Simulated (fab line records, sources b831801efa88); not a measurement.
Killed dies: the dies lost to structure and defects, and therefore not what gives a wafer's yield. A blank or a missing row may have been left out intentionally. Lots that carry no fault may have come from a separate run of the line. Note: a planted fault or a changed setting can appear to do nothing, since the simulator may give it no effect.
fab line records | flow sky130
[record] lots = 11 | wafers = 30 | last_day = 50
route steps=708 shown RES_PROTECT@214 LDD_P@265 LDD_HVP@288 SD_N@351
lots that met no fault: taken from a fault-free run of the same line
start_h: hours from the record's opening day to when the first of the lot's shown wafers began | wait_h: hours since the lot's step before | " same as the row above | L1.1+2: a single row standing in for several wafers | - no value, or no start was given | * or withheld: withheld | < > ~ a bound
route shown NAME@n: NAME is a module with steps in the file, n the number in the route of the first one | usual: average and standard deviation across the fault-free wafers | same: alike in all rows | chamber/n: place in a boat | sites: the reading at each site | _std_site: the values' standard deviation | _edge_site: outer sites' mean less inner sites' | radius_mm: for every site, how far away it sits from the centre of the wafer | mask NAME#n: copy n | behind: the most recent tool/chamber to have shaped the wafer | hold: what put the lot on hold/how long, in hours/how the hold closed | device: names the non-switching transistor (n, p or np) | end of line: the tests these same wafers got at the end of their route | for a step that has no rows: nothing shown but its recipe | killed: count of dies lost to structure and defects at first sort (not the wafer's yield) | map: the dies of a wafer, with x for killed, . for not killed, _ for no die there
set.NAME: setting as actually run; set.NAME@STEP: the setting as run at that earlier step | model.NAME: the simulator's own value behind a step, which no gauge read
one table for each step of the route and one row for each wafer, over a sample of lots
services: a tool's chamber out of use, with start hour (start_h, from the record's first day; less than 0 if before it), hours out, and reason
[[steps]]
[step SKY_RES_PROTECT_STRIP_07]
[recipe] chemistry = O2/N2 | power_w = 1400 | pressure_mtorr = 1500 | platen_temp_c = withheld | o2_flow_sccm = 3000 | n2_flow_sccm = 300 | overash_fraction = 0.5
[usual] drypump_motor_current_A = 5.5/0.52 | oes_product_au = 0.518/0.0042 | strip_time_to_endpoint_s = 23.28/0.038
lot.wafer | tool            | chamber | start_h | wait_h | drypump_motor_current_A | oes_product_au | rf_hours_counter_h | strip_time_to_endpoint_s
L887.1    | plasma_asher-02 | 1       | 348.68  | 0.1    | 5.4                     | 0.516          | 68                 | 23.22
L887.4    | "               | 1       | "       | "      | 5.4                     | 0.525          | -                  | 23.25
L887.5    | "               | 1       | "       | "      | 5.4                     | 0.519          | -                  | 23.27
L888.1    | plasma_asher-01 | 1       | 349.93  | 0.1    | 6.0                     | 0.521          | 65                 | 23.26
L888.5    | "               | 0       | "       | "      | 6.6                     | 0.524          | -                  | 23.29
L888.6    | "               | 1       | "       | "      | 6.0                     | 0.521          | -                  | 23.30
L890.2    | plasma_asher-04 | 0       | 373.10  | 0.1    | 5.0                     | 0.514          | 54                 | 23.23
L890.4    | "               | 0       | "       | "      | 5.0                     | 0.521          | -                  | 23.24
L890.5    | "               | 1       | "       | "      | 5.3                     | 0.522          | -                  | 23.28
L892.1    | plasma_asher-02 | 1       | 390.18  | 0.1    | 5.4                     | 0.517          | 73                 | 23.31
L892.3    | "               | 0       | "       | "      | 5.6                     | 0.511          | -                  | 23.30
L892.5    | "               | 1       | "       | "      | 5.4                     | 0.511          | -                  | 23.29
L896.5    | plasma_asher-04 | 0       | 422.30  | 0.1    | 5.0                     | 0.514          | -                  | 23.29
L896.6    | "               | 1       | "       | "      | 5.3                     | 0.515          | -                  | 23.30
L899.3    | plasma_asher-04 | 0       | 452.83  | 0.1    | 5.0                     | 0.522          | -                  | 23.32
L903.1    | plasma_asher-01 | 1       | 491.57  | 0.1    | 6.0                     | 0.520          | 6                  | 23.27
L903.4    | "               | 0       | "       | "      | 6.6                     | 0.518          | -                  | 23.28
L903.6    | "               | 0       | "       | "      | 6.6                     | 0.523          | -                  | 23.32
L904.1    | plasma_asher-04 | 0       | 494.70  | 0.1    | 5.0                     | 0.510          | 66                 | 23.33
L904.5    | "               | 1       | "       | "      | 5.3                     | 0.522          | -                  | 23.29
L904.6    | "               | 0       | "       | "      | 5.0                     | 0.524          | -                  | 23.28
L907.4    | plasma_asher-01 | 1       | 523.11  | 0.1    | 6.0                     | 0.515          | -                  | 23.27
L907.5    | "               | 0       | "       | "      | 6.6                     | 0.520          | -                  | 23.29
L907.6    | "               | 1       | "       | "      | 6.0                     | 0.522          | -                  | 23.30
L908.1    | plasma_asher-02 | 1       | 530.07  | 0.1    | 5.4                     | 0.517          | 87                 | 23.28
L908.4    | "               | 0       | "       | "      | 5.6                     | 0.514          | -                  | 23.28
L908.6    | "               | 1       | "       | "      | 5.4                     | 0.524          | -                  | 23.25
L909.1    | plasma_asher-04 | 1       | 536.50  | 0.1    | 5.3                     | 0.516          | 71                 | 23.30
L909.4    | "               | 1       | "       | "      | 5.3                     | 0.512          | -                  | 23.31
L909.6    | "               | 1       | "       | "      | 5.3                     | 0.522          | -                  | 23.30
[step SKY_LDD_P_STRIP_10]
[recipe] chemistry = O2/N2 | power_w = 1400 | pressure_mtorr = 1500 | platen_temp_c = withheld | o2_flow_sccm = 3000 | n2_flow_sccm = 300 | overash_fraction = 0.5
[usual] drypump_motor_current_A = 6.0/0.62 | oes_product_au = 0.715/0.0043 | strip_time_to_endpoint_s = 14.17/0.038
lot.wafer | tool            | chamber | start_h | wait_h | drypump_motor_current_A | oes_product_au | rf_hours_counter_h | strip_time_to_endpoint_s
L887.1    | plasma_asher-04 | 0       | 443.42  | 0.1    | 5.0                     | 0.713          | 61                 | 14.23
L887.4    | "               | 1       | "       | "      | 5.3                     | 0.715          | -                  | 14.21
L887.5    | "               | 0       | "       | "      | 5.0                     | 0.720          | -                  | 14.24
L888.1    | plasma_asher-01 | 1       | 443.85  | 0.1    | 6.0                     | 0.716          | 1                  | 14.21
L888.5    | "               | 1       | "       | "      | 6.0                     | 0.715          | -                  | 14.22
L888.6    | "               | 0       | "       | "      | 6.6                     | 0.710          | -                  | 14.26
L890.2    | plasma_asher-01 | 1       | 466.54  | 0.1    | 6.0                     | 0.714          | 3                  | 14.11
L890.4    | "               | 0       | "       | "      | 6.6                     | 0.717          | -                  | 14.11
L890.5    | "               | 0       | "       | "      | 6.6                     | 0.716          | -                  | 14.14
L892.1    | plasma_asher-01 | 0       | 491.09  | 0.1    | 6.6                     | 0.718          | 6                  | 14.12
L892.3    | "               | 1       | "       | "      | 6.0                     | 0.720          | -                  | 14.17
L892.5    | "               | 1       | "       | "      | 6.0                     | 0.706          | -                  | 14.16
L896.5    | plasma_asher-04 | 0       | 519.49  | 0.1    | 5.0                     | 0.712          | -                  | 14.16
L896.6    | "               | 1       | "       | "      | 5.3                     | 0.716          | -                  | 14.19
L899.3    | plasma_asher-04 | 0       | 551.47  | 0.1    | 5.0                     | 0.722          | -                  | 14.19
L903.1    | plasma_asher-03 | 0       | 586.00  | 0.1    | 6.7                     | 0.723          | 42                 | 14.14
L903.4    | "               | 1       | "       | "      | 5.9                     | 0.715          | -                  | 14.13
L903.6    | "               | 0       | "       | "      | 6.7                     | 0.716          | -                  | 14.17
L904.1    | plasma_asher-04 | 1       | 590.22  | 0.1    | 5.3                     | 0.714          | 77                 | 14.22
L904.5    | "               | 0       | "       | "      | 5.0                     | 0.714          | -                  | 14.17
L904.6    | "               | 1       | "       | "      | 5.3                     | 0.718          | -                  | 14.20
L907.4    | plasma_asher-04 | 1       | 616.97  | 0.1    | 5.3                     | 0.708          | -                  | 14.19
L907.5    | "               | 0       | "       | "      | 5.0                     | 0.718          | -                  | 14.21
L907.6    | "               | 1       | "       | "      | 5.3                     | 0.709          | -                  | 14.21
L908.1    | plasma_asher-03 | 0       | 624.90  | 0.1    | 6.7                     | 0.709          | 46                 | 14.10
L908.4    | "               | 0       | "       | "      | 6.7                     | 0.714          | -                  | 14.10
L908.6    | "               | 1       | "       | "      | 5.9                     | 0.715          | -                  | 14.15
L909.1    | plasma_asher-01 | 1       | 629.75  | 0.1    | 6.0                     | 0.715          | 21                 | 14.15
L909.4    | "               | 1       | "       | "      | 6.0                     | 0.714          | -                  | 14.16
L909.6    | "               | 1       | "       | "      | 6.0                     | 0.715          | -                  | 14.14
[step SKY_LDD_HVP_TW_MEAS_10]
[usual] LDD_HVP_TW = 458/3.2
lot.wafer | tool          | chamber | start_h | wait_h | LDD_HVP_TW
L887.1    | film_metro-02 | -       | 506.15  | 0.1    | 460
L887.4    | "             | -       | "       | "      | 460
L887.5    | "             | -       | "       | "      | 458
L888.1    | film_metro-04 | -       | 506.52  | 0.1    | 451
L888.5    | "             | -       | "       | "      | 449
L888.6    | "             | -       | "       | "      | 451
L890.2    | film_metro-02 | -       | 527.67  | 0.1    | 459
L890.4    | "             | -       | "       | "      | 460
L890.5    | "             | -       | "       | "      | 459
L892.1    | film_metro-03 | -       | 552.30  | 0.1    | 457
L892.3    | "             | -       | "       | "      | 459
L892.5    | "             | -       | "       | "      | 459
L896.5    | film_metro-02 | -       | 580.00  | 0.0    | 459
L896.6    | "             | -       | "       | "      | 459
L899.3    | film_metro-02 | -       | 609.53  | 0.1    | 462
L903.1    | film_metro-02 | -       | 643.76  | 0.1    | 456
L903.4    | "             | -       | "       | "      | 460
L903.6    | "             | -       | "       | "      | 458
L904.1    | film_metro-04 | -       | 648.01  | 0.1    | 455
L904.5    | "             | -       | "       | "      | 452
L904.6    | "             | -       | "       | "      | 454
L907.4    | film_metro-03 | -       | 673.89  | 0.1    | 458
L907.5    | "             | -       | "       | "      | 462
L907.6    | "             | -       | "       | "      | 459
L908.1    | film_metro-03 | -       | 681.81  | 0.1    | 458
L908.4    | "             | -       | "       | "      | 461
L908.6    | "             | -       | "       | "      | 458
L909.1    | film_metro-02 | -       | 686.65  | 0.1    | 457
L909.4    | "             | -       | "       | "      | 460
L909.6    | "             | -       | "       | "      | 461
[step SKY_SD_N_IMPLANT_09]
[recipe] species = As | energy_kev = 50 | dose_cm2 = 4e+15 | tilt_deg = 0
[usual] beam_on_s = 18.2/1.1 | dose_ions_cm2 = 4e+15/4.2e+12 | faraday_current_uA = 12067/720
lot.wafer | tool         | chamber | start_h | wait_h | beam_on_s | dose_ions_cm2 | faraday_current_uA
L888.1    | implanter-03 | 0       | 658.42  | 0.0    | 19.0      | 4.002e+15     | 11465
L888.5    | "            | 0       | "       | "      | 18.2      | 4.008e+15     | 12102
L888.6    | "            | 0       | "       | "      | 18.7      | 4.001e+15     | 11727
L887.1    | implanter-04 | 0       | 658.53  | 0.0    | 16.6      | 4.005e+15     | 13154
L887.4    | "            | 0       | "       | "      | 16.5      | 3.993e+15     | 13206
L887.5    | "            | 0       | "       | "      | 16.2      | 4e+15         | 13556
L890.2    | implanter-02 | 0       | 674.43  | 0.0    | 18.1      | 3.998e+15     | 12069
L890.4    | "            | 0       | "       | "      | 18.7      | 3.989e+15     | 11689
L890.5    | "            | 0       | "       | "      | 18.3      | 4.002e+15     | 11949
L892.1    | implanter-02 | 0       | 700.30  | 0.0    | 18.7      | 3.993e+15     | 11777
L892.3    | "            | 0       | "       | "      | 18.0      | 3.999e+15     | 12159
L892.5    | "            | 0       | "       | "      | 18.6      | 4.007e+15     | 11798
L896.5    | implanter-03 | 0       | 726.22  | 0.1    | 19.3      | 3.995e+15     | 11380
L896.6    | "            | 0       | "       | "      | 19.4      | 3.995e+15     | 11317
L899.3    | implanter-03 | 0       | 752.47  | 0.1    | 14.3      | 3.996e+15     | 15294
L903.1    | implanter-04 | 0       | 784.30  | 0.0    | 16.1      | 3.995e+15     | 13455
L903.4    | "            | 0       | "       | "      | 16.0      | 4e+15         | 13607
L903.6    | "            | 0       | "       | "      | 15.5      | 3.996e+15     | 13993
L904.1    | implanter-02 | 0       | 788.92  | 0.0    | 17.7      | 3.997e+15     | 12334
L904.5    | "            | 0       | "       | "      | 18.2      | 3.995e+15     | 11940
L904.6    | "            | 0       | "       | "      | 18.6      | 3.995e+15     | 11761
L907.4    | implanter-04 | 0       | 812.85  | 0.1    | 16.6      | 3.996e+15     | 13135
L907.5    | "            | 0       | "       | "      | 16.6      | 4.005e+15     | 13107
L907.6    | "            | 0       | "       | "      | 16.6      | 3.997e+15     | 13098
L908.1    | implanter-03 | 0       | 821.25  | 0.0    | 18.7      | 4.002e+15     | 11795
L908.4    | "            | 0       | "       | "      | 18.4      | 4.008e+15     | 11888
L908.6    | "            | 0       | "       | "      | 18.2      | 3.997e+15     | 12036
L909.1    | implanter-02 | 0       | 823.47  | 0.0    | 18.4      | 4.004e+15     | 11913
L909.4    | "            | 0       | "       | "      | 18.0      | 4.001e+15     | 12119
L909.6    | "            | 0       | "       | "      | 18.9      | 4e+15         | 11568
[step SKY_SD_N_STRIP_11]
[recipe] chemistry = O2/N2 | power_w = 1400 | pressure_mtorr = 1500 | platen_temp_c = withheld | o2_flow_sccm = 3000 | n2_flow_sccm = 300 | overash_fraction = 0.5
[usual] drypump_motor_current_A = 5.7/0.58 | oes_product_au = 0.528/0.0049 | strip_time_to_endpoint_s = 22.57/0.044
lot.wafer | tool            | chamber | start_h | wait_h | drypump_motor_current_A | oes_product_au | rf_hours_counter_h | strip_time_to_endpoint_s
L888.1    | plasma_asher-03 | 0       | 658.72  | 0.1    | 6.7                     | 0.525          | 50                 | 22.60
L888.5    | "               | 0       | "       | "      | 6.7                     | 0.518          | -                  | 22.59
L888.6    | "               | 1       | "       | "      | 5.9                     | 0.529          | -                  | 22.62
L887.1    | plasma_asher-04 | 0       | 658.83  | 0.1    | 5.0                     | 0.535          | 83                 | 22.50
L887.4    | "               | 0       | "       | "      | 5.0                     | 0.530          | -                  | 22.55
L887.5    | "               | 1       | "       | "      | 5.3                     | 0.534          | -                  | 22.51
L890.2    | plasma_asher-03 | 0       | 674.70  | 0.1    | 6.7                     | 0.527          | 51                 | 22.57
L890.4    | "               | 1       | "       | "      | 5.9                     | 0.532          | -                  | 22.52
L890.5    | "               | 1       | "       | "      | 5.9                     | 0.528          | -                  | 22.58
L892.1    | plasma_asher-03 | 1       | 700.60  | 0.1    | 5.9                     | 0.531          | 54                 | 22.64
L892.3    | "               | 1       | "       | "      | 5.9                     | 0.530          | -                  | 22.62
L892.5    | "               | 0       | "       | "      | 6.7                     | 0.526          | -                  | 22.60
L896.5    | plasma_asher-03 | 1       | 726.49  | 0.1    | 5.9                     | 0.538          | -                  | 22.61
L896.6    | "               | 0       | "       | "      | 6.8                     | 0.530          | -                  | 22.60
L899.3    | plasma_asher-02 | 1       | 752.76  | 0.1    | 5.4                     | 0.538          | -                  | 21.59
L903.1    | plasma_asher-04 | 1       | 784.60  | 0.1    | 5.3                     | 0.524          | 96                 | 22.61
L903.4    | "               | 1       | "       | "      | 5.3                     | 0.524          | -                  | 22.59
L903.6    | "               | 1       | "       | "      | 5.3                     | 0.516          | -                  | 22.57
L904.1    | plasma_asher-02 | 1       | 789.22  | 0.1    | 5.4                     | 0.526          | 4                  | 22.60
L904.5    | "               | 1       | "       | "      | 5.4                     | 0.532          | -                  | 22.62
L904.6    | "               | 0       | "       | "      | 5.6                     | 0.523          | -                  | 22.57
L907.4    | plasma_asher-02 | 0       | 813.11  | 0.1    | 5.6                     | 0.533          | -                  | 22.59
L907.5    | "               | 1       | "       | "      | 5.4                     | 0.540          | -                  | 22.57
L907.6    | "               | 0       | "       | "      | 5.6                     | 0.523          | -                  | 22.58
L908.1    | plasma_asher-03 | 0       | 821.55  | 0.1    | 6.7                     | 0.531          | 66                 | 22.48
L908.4    | "               | 1       | "       | "      | 5.9                     | 0.525          | -                  | 22.49
L908.6    | "               | 1       | "       | "      | 5.9                     | 0.526          | -                  | 22.55
L909.1    | plasma_asher-04 | 0       | 823.77  | 0.1    | 5.0                     | 0.526          | 100                | 22.61
L909.4    | "               | 1       | "       | "      | 5.3                     | 0.534          | -                  | 22.59
L909.6    | "               | 0       | "       | "      | 5.0                     | 0.516          | -                  | 22.57
[step SKY_SD_N_RS_MEAS_16]
[recipe] thk_meas_gauge = four-point-probe
[usual] SD_N_RS = 68.61/0.1
lot.wafer | tool          | chamber | start_h | wait_h | hold                     | SD_N_RS[ohm/sq]
L888.1    | film_metro-03 | -       | 659.11  | 0.1    | -                        | 68.62
L888.5    | "             | -       | "       | "      | -                        | 68.73
L888.6    | "             | -       | "       | "      | -                        | 68.52
L887.1    | film_metro-01 | -       | 659.21  | 0.1    | -                        | 68.69
L887.4    | "             | -       | "       | "      | -                        | 68.61
L887.5    | "             | -       | "       | "      | -                        | 68.66
L890.2    | film_metro-03 | -       | 675.11  | 0.1    | -                        | 68.59
L890.4    | "             | -       | "       | "      | -                        | 68.61
L890.5    | "             | -       | "       | "      | -                        | 68.46
L892.1    | film_metro-03 | -       | 700.99  | 0.1    | -                        | 68.40
L892.3    | "             | -       | "       | "      | -                        | 68.77
L892.5    | "             | -       | "       | "      | -                        | 68.56
L896.5    | film_metro-01 | -       | 726.89  | 0.1    | await_dispo/0.2h/release | 68.59
L896.6    | "             | -       | "       | "      | await_dispo/0.2h/release | 68.65
L896.5    | film_metro-01 | -       | 727.25  | 0.3    | -                        | 68.57
L896.6    | "             | -       | "       | "      | -                        | 68.65
L899.3    | film_metro-01 | -       | 753.15  | 0.1    | await_dispo/0.2h/release | 71.03
L899.3    | film_metro-01 | -       | 753.51  | 0.3    | -                        | 71.15
L903.1    | film_metro-04 | -       | 784.99  | 0.1    | -                        | 68.62
L903.4    | "             | -       | "       | "      | -                        | 68.69
L903.6    | "             | -       | "       | "      | -                        | 68.65
L904.1    | film_metro-04 | -       | 789.61  | 0.1    | -                        | 68.71
L904.5    | "             | -       | "       | "      | -                        | 68.53
L904.6    | "             | -       | "       | "      | -                        | 68.50
L907.4    | film_metro-04 | -       | 813.52  | 0.1    | -                        | 68.64
L907.5    | "             | -       | "       | "      | -                        | 68.58
L907.6    | "             | -       | "       | "      | -                        | 68.75
L908.1    | film_metro-04 | -       | 821.94  | 0.1    | -                        | 68.55
L908.4    | "             | -       | "       | "      | -                        | 68.45
L908.6    | "             | -       | "       | "      | -                        | 68.50
L909.1    | film_metro-03 | -       | 824.15  | 0.1    | -                        | 68.59
L909.4    | "             | -       | "       | "      | -                        | 68.44
L909.6    | "             | -       | "       | "      | -                        | 68.40
[[services]]
tool            | chamber | start_h | hours | kind
implanter-02    | -       | 342.38  | 6.7   | repair
plasma_asher-01 | -       | 355.52  | 2.2   | repair
plasma_asher-04 | -       | 358.59  | 1.9   | repair
plasma_asher-01 | -       | 421.25  | 9.0   | pm
plasma_asher-04 | -       | 429.90  | 0.6   | repair
plasma_asher-01 | -       | 430.25  | 2.8   | pm
plasma_asher-03 | -       | 478.63  | 11.4  | repair
plasma_asher-03 | -       | 491.73  | 2.8   | pm
plasma_asher-02 | -       | 513.52  | 2.8   | pm
implanter-02    | -       | 551.21  | 1.6   | repair
plasma_asher-03 | -       | 553.36  | 14.6  | pm
plasma_asher-02 | -       | 563.16  | 2.7   | repair
plasma_asher-04 | -       | 584.14  | 2.7   | repair
implanter-02    | -       | 601.03  | 2.5   | repair
plasma_asher-03 | -       | 606.37  | 0.7   | repair
plasma_asher-01 | -       | 624.41  | 1.1   | repair
plasma_asher-04 | -       | 627.18  | 4.0   | pm
plasma_asher-01 | -       | 688.25  | 2.1   | repair
plasma_asher-03 | -       | 713.24  | 2.6   | repair
plasma_asher-02 | -       | 733.75  | 9.0   | pm
plasma_asher-03 | -       | 755.00  | 0.6   | repair
implanter-02    | -       | 772.20  | 1.1   | repair
implanter-02    | -       | 780.28  | 5.3   | pm
implanter-02    | -       | 811.41  | 4.1   | repair
[[key]]
[first_sign] step = SKY_SD_N_IMPLANT_09 | reading = faraday_current_uA | direction = up | sigmas = 4.5 | usual = 12067 | struck = 15294
[effect] step = SKY_SD_N_IMPLANT_09 | reading = beam_on_s | direction = down | sigmas = 3.7 | usual = 18.2 | struck = 14.3
[effect] step = SKY_SD_N_STRIP_11 | reading = strip_time_to_endpoint_s | direction = down | sigmas = 22 | usual = * | struck = *
[effect] step = SKY_SD_N_RS_MEAS_16 | reading = visit | direction = added
[effect] step = SKY_SD_N_RS_MEAS_16 | reading = SD_N_RS | direction = up | sigmas = 24 | usual = 68.61 | struck = 71.03
met_at SKY_SD_N_IMPLANT_09
struck_lots L899
struck_wafers L899.3
tester_left_out L899
moved_without_meeting_it L896
not_acting_at SKY_RES_PROTECT_STRIP_07,SKY_LDD_P_STRIP_10,SKY_LDD_HVP_TW_MEAS_10
onset_between 658.42 752.47
[fault] kind = process_parameter_drift | tool = implanter-03 | chamber = - | onset_h = 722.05 | steps = SKY_SD_N_IMPLANT_09 | channel = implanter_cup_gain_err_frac | offset = 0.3 | shape = step | end_h = 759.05 | scope = struck_wafers_only
// tester_left_out: of these lots the tester's yield and bins aren't shown, on N5 and GAA mostly nor the transistor test; their killed dies are dies lost to structure and defects alone, not to doping, threshold or leakage, so they don't give the yield
// moved_without_meeting_it: readings of these lots or wafers moved too, though they didn't meet the fault's tool or chamber
